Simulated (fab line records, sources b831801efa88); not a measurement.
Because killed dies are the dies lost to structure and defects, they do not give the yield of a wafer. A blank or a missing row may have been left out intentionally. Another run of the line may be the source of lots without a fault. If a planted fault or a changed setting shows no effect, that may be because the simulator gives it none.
8D (eight disciplines) problem report, filled in by code	flow gf180mcu	the parts of the form that need people (team, actions taken, sign-off) are left out

## 1. THE ISSUE
At GF_STI_WET_ETCH_28, run_length_s averages 33.5 s over 6 wafers from 2 lots, while fault-free wafers read 67.8 s, standard deviation 2.9. That puts it -12 standard deviations away from the usual mean.
The step: etches SiO2 in dHF, target depth 20 nm, time 40 s.
First seen on wafer L291.1, day 6 11:50, on wet_bench-03. Wafers with a number at this step in the record: 18, from 6 lots. By rule, "out" or "out of limits" means more than 4 standard deviations away from the usual mean. Any other wafer with a number is counted as sound.

## 2. WHAT IT IS; WHAT IT IS NOT
question	is	is not
which readings at this step	run_length_s	-
which lots	L291, L292	L272, L279, L283, L293
which wafers of those lots	all that have a number	-
read on which tools	wet_bench-03	wet_bench-01, wet_bench-04
when	from day 6 11:50	up to then (9 sound wafers); but 3 sound wafers of L293 came after

## 3. WHAT RULES OUT EACH SUSPECT
Counting: a tool stays on the suspect list if, at a process step up to the reading, it processed all lots that are out and no sound lot following the first of them.
- wet_bench-03 at GF_STI_WET_ETCH_28 (etches SiO2 in dHF, target depth 20 nm, time 40 s): kept. It ran every lot that is out, first L291 (day 6 11:50), and no sound lot after that; its last sound lot up to then is L272 (day 2 20:43). Its own readings are out on those wafers: run_length_s.
The count leaves wet_bench-03 at GF_STI_WET_ETCH_28.

## 4. THE CAUSE (what the simulator had put in)
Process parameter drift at GF_STI_WET_ETCH_28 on wet_bench-03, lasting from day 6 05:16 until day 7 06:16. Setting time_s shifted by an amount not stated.
The count eliminated every tool but this one.

## 5. THE EFFECT CHAIN, in route order
One row per reading whose mean, taken over the struck wafers that have a number, lies over 3 standard deviations from the usual. Only readings for which the record gives a usual standard deviation are gone through. hours: the time from each lot's start at the first step in this table that gives one to its start at this step, as a median over the lots. sigmas: the change in usual standard deviations.
hours	step	reading	usual	on struck wafers	change	sigmas
0	GF_STI_WET_ETCH_28	run_length_s	67.8 s	33.5	-34.3	-12
The process steps in it:
- GF_STI_WET_ETCH_28: etches SiO2 in dHF, target depth 20 nm, time 40 s.
Later measuring or inspecting steps at which every struck wafer that the step has a row for has a number for every such reading, and none has moved that far: GF_STI_THK_MEAS_30, GF_DNWELL_TW_MEAS_09, GF_NWELL_OVL_MEAS_07, GF_NWELL_TW_MEAS_11.

## 6. WHAT WOULD HAVE CAUGHT IT SOONER
7 hours passed between the start of the fault at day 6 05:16 and the first reading out of limits in this record, taken at day 6 11:50.
